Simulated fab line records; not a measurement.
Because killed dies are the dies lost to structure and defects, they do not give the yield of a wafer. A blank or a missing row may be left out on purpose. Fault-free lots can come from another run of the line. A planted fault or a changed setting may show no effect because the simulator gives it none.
Which of the tools did it?    flow gf180mcu    39 wafers from 13 lots sampled at 6 of the route's 602 steps

## WHAT THE GAUGES READ, wafer by wafer
GF_MVSD_OVL_MEAS_07.
lot   measured     on          MVSD_OVL (nm)
L257  day 4 20:34  overlay-01  0.3 -0.1 -0.2
L258  day 4 21:26  overlay-01  0.3 0.7 1.4
L259  day 5 02:44  overlay-01  0.9 -0.1 1.2
L261  day 5 14:50  overlay-01  - - -
L263  day 6 03:29  overlay-02  -2.7 -2.2 -0.2
L270  day 7 14:34  overlay-02  1.6 -0.2 -1.5
L271  day 7 18:50  overlay-01  1.6 0.0 2.0
L272  day 8 02:40  overlay-01  2.2 2.8 3.4
L273  day 8 06:49  overlay-01  1.3 0.8 -0.4
L274  day 8 13:26  overlay-02  -0.1 -2.1 0.6
L275  day 8 17:16  overlay-02  -0.4 -1.5 0.1
L277  day 9 06:47  overlay-01  -1.2 2.2 1.3
L279  day 9 17:58  overlay-02  -1.1 -0.5 -1.1

GF_MVSD_TW_MEAS_11.
lot   measured     on             MVSD_TW
L257  day 4 21:01  film metro-02  1585 1584 1578
L258  day 4 21:52  film metro-02  1588 1592 1582
L259  day 5 03:10  film metro-02  1586 1590 1575
L261  day 5 15:16  film metro-03  30 30 30
L263  day 6 03:55  film metro-01  1557 1565 1566
L270  day 7 14:59  film metro-02  1576 1586 1574
L271  day 7 19:17  film metro-03  1575 1571 1564
L272  day 8 03:07  film metro-02  1570 1581 1575
L273  day 8 07:14  film metro-01  1575 1572 1565
L274  day 8 13:52  film metro-01  1563 1559 1570
L275  day 8 17:41  film metro-02  1575 1580 1586
L277  day 9 07:14  film metro-03  1569 1565 1573
L279  day 9 18:25  film metro-03  1576 1578 1570

GF_MVPSD_OVL_MEAS_07.
lot   measured      on          MVPSD_OVL (nm)
L257  day 5 11:29   overlay-01  -1.5 0.8 0.7
L258  day 5 12:22   overlay-01  -4.0 -2.7 -0.1
L259  day 5 17:19   overlay-02  1.5 2.8 1.7
L261  day 6 06:04   overlay-02  -1.7 0.2 -1.6
L263  day 6 19:35   overlay-01  1.0 0.0 2.9
L270  day 8 07:28   overlay-01  0.1 0.7 0.8
L271  day 8 11:31   overlay-02  -1.3 -1.8 -1.7
L272  day 8 19:05   overlay-01  -0.4 0.8 -2.1
L273  day 9 00:01   overlay-02  0.0 0.0 -1.2
L274  day 9 06:41   overlay-02  -1.4 -1.0 -0.6
L275  day 9 10:10   overlay-02  0.1 -1.3 -1.2
L277  day 9 23:55   overlay-02  1.3 0.3 0.5
L279  day 10 11:38  overlay-01  -1.8 0.4 -0.3

GF_MVPSD_TW_MEAS_11.
lot   measured      on             MVPSD_TW
L257  day 5 11:56   film metro-02  554 558 558
L258  day 5 12:49   film metro-01  543 546 546
L259  day 5 17:45   film metro-03  546 548 547
L261  day 6 06:30   film metro-02  1609 1595 1591
L263  day 6 20:01   film metro-01  547 549 547
L270  day 8 07:54   film metro-02  553 553 552
L271  day 8 11:58   film metro-02  553 551 551
L272  day 8 19:31   film metro-03  551 551 550
L273  day 9 00:26   film metro-03  552 551 553
L274  day 9 07:07   film metro-02  554 552 554
L275  day 9 10:36   film metro-02  552 554 555
L277  day 10 00:22  film metro-03  549 549 549
L279  day 10 12:04  film metro-03  550 548 550

GF_VT_IMPLANT_OVL_MEAS_18.
lot   measured      on          VT_IMPLANT_01_OVL (nm)
L257  day 6 17:40   overlay-01  -3.1 -3.8 -2.8
L258  day 6 18:13   overlay-02  1.6 0.8 1.4
L259  day 7 00:07   overlay-02  -3.7 -2.6 -2.1
L261  day 7 13:34   overlay-02  -2.3 -2.9 -3.2
L263  day 8 02:59   overlay-02  0.8 -1.8 0.0
L270  day 9 17:37   overlay-02  -4.6 -5.7 -4.3
L271  day 9 21:56   overlay-02  -0.5 -2.8 0.6
L272  day 10 04:34  overlay-02  -3.1 -2.4 -2.3
L273  day 10 10:46  overlay-01  -1.9 1.5 -1.0
L274  day 10 18:05  overlay-01  -2.7 -2.2 -1.0
L275  day 10 21:19  overlay-01  2.9 0.4 1.3
L277  day 11 13:05  overlay-01  -2.1 -2.0 -2.4
L279  day 12 00:31  overlay-01  -0.2 -1.7 -1.3

## TOOL THAT RAN EACH LOT (tool first, then ch and the chambers of the sampled wafers, then the start)
lot   GF_MVSD_EXPOSE_04
L257  iline stepper-01 ch 0, day 4 13:41
L258  iline stepper-02 ch 0, day 4 15:07
L259  iline stepper-01 ch 0, day 4 20:05
L261  iline stepper-01 ch 0, day 5 08:15
L263  iline stepper-01 ch 0, day 5 20:25
L270  iline stepper-01 ch 0, day 7 06:44
L271  iline stepper-01 ch 0, day 7 11:12
L272  iline stepper-01 ch 0, day 7 18:25
L273  iline stepper-01 ch 0, day 7 22:55
L274  iline stepper-02 ch 0, day 8 05:44
L275  iline stepper-01 ch 0, day 8 09:31
L277  iline stepper-01 ch 0, day 8 23:13
L279  iline stepper-02 ch 0, day 9 09:15
- GF_MVSD_EXPOSE_04: exposes mask MVSD, target cd 1000 nm.

## WHAT THE TOOLS THEMSELVES READ (means of the sampled wafers that have a number; where no wafer has one, the mark that the record gives instead)
The record holds no such reading with a usual standard deviation.

## THE ANSWER, worked out from the rows above alone
Rule: the lots themselves supply what counts as usual. The widest of any qualifying gaps counts: lots, ordered by their means at a reading, are off when they make up no more than a third of the lots, leave a main group of 4 or more, and stand apart from it by 3 or more times the standard deviation of that group's means. A main group whose means are all the same, to the digits that the tables above print for the reading, isn't used. A lot without any number at a reading at which 4 lots or more have one is off too. Where the step has rows for the other lots, those lots are counted as sound. Order of review: gauges by route order, followed by the tools' own readings, for which a lot's mean as printed above is used. The first step at which some lot is off is used, and at that step the reading that is off furthest; a lot without a number counts as furthest.
Off: L261, at GF_MVSD_OVL_MEAS_07 (MVSD_OVL). Without a number there: L261. For the main group the mean is 0.3 nm and the standard deviation 1.1.
A tool fits if, at a process step before that reading, it ran every lot that is off, and no sound lot after the first of them. The gauges at GF_MVSD_OVL_MEAS_07 aren't tried: what is off there is off at GF_MVSD_TW_MEAS_11 too, on other tools, and a gauge's error can't cause that. None of those tried fits.

## WHAT THE SIMULATOR HAD PUT IN
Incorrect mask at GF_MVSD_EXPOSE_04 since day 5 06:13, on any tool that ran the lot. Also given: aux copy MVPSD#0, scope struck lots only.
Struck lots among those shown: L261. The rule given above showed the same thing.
